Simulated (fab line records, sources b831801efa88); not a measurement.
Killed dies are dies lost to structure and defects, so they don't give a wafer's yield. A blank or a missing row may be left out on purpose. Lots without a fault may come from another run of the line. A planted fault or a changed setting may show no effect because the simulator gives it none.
One fault seen from 2 desks | flow sfq_line | each desk has only its own numbers; what lay behind them comes last

THE METROLOGY DESK
What the gauges read, lot by lot, whatever tool the lot ran on: means of the sampled wafers that have a number. A lot is out of limits, marked OUT, if its mean lies more than 4 standard deviations from the usual mean; the brackets give that distance.
Columns: A = I6_BOW at SFQ_I6_BOW_MEAS_941, usual 8 um; B = M8_AU_RS at SFQ_M8_RS_MEAS_949, usual 0.1539 ohm/sq; C = M8_BOW at SFQ_M8_BOW_MEAS_951, usual 10 um
lot  | first seen here | A  | B      | C
L673 | day 61 19:42    | -2 | 0.1543 | 0
L674 | day 61 20:43    | -4 | 0.1547 | -3
L675 | day 62 01:46    | 25 | 0.1537 | 35
L676 | day 62 03:55    | 21 | 0.1558 | 19
L685 | day 71 22:40    | 6  | 0.1515 | 5
L686 | day 73 08:34    | 12 | 0.1541 | 14
L687 | day 73 23:50    | 9  | 0.1536 | 11
L688 | day 74 07:11    | 13 | 0.1552 | 15
L689 | day 74 14:15    | 1  | 0.1542 | 3
L690 | day 74 17:51    | -9 | 0.1557 | 0
L691 | day 74 20:51    | 2  | 0.1534 | 4
L693 | day 75 19:20    | 15 | 0.1547 | 17
L694 | day 76 05:27    | 5  | 0.1559 | 10
L695 | day 76 07:09    | 4  | 0.1524 | 1
This desk's finding: nothing out of limits on any of the 14 lots.

THE TOOL OWNER'S DESK: krf_scanner-01
The tool's own readings at SFQ_TRILAYER_M8_LITHO_EXPOSE_194 (exposes mask M8, target cd 2000 nm): means of the sampled wafers that have a number, for each lot that ran on this tool. A lot is out of limits, marked OUT, if its mean lies more than 4 standard deviations from the usual mean; the brackets give that distance.
Columns: A = exposure_dose_mJ_cm2 at SFQ_TRILAYER_M8_LITHO_EXPOSE_194, usual 14.401; B = focus_offset_nm at SFQ_TRILAYER_M8_LITHO_EXPOSE_194, usual 0.1 nm
lot  | first seen here | A      | B
L673 | day 76 09:29    | 14.398 | 0.8
L674 | day 76 14:17    | 14.394 | 0.3
L685 | day 79 12:15    | 14.400 | -0.2
L686 | day 79 13:51    | 14.403 | 0.4
L687 | day 79 14:27    | 14.405 | -0.4
L688 | day 79 16:51    | 14.401 | 0.2
L689 | day 79 19:27    | 14.404 | 0.7
L690 | day 79 20:39    | 14.402 | 0.2
L691 | day 79 21:51    | 14.414 | -0.2
L693 | day 80 03:51    | 14.399 | -0.2
L695 | day 83 15:44    | 14.412 | 0.0
This desk's finding: nothing out of limits on any of the 11 lots.

PUT TOGETHER
The metrology desk saw nothing out of limits.
The tool owner's desk saw nothing out of limits.

WHAT THE SIMULATOR HAD PUT IN
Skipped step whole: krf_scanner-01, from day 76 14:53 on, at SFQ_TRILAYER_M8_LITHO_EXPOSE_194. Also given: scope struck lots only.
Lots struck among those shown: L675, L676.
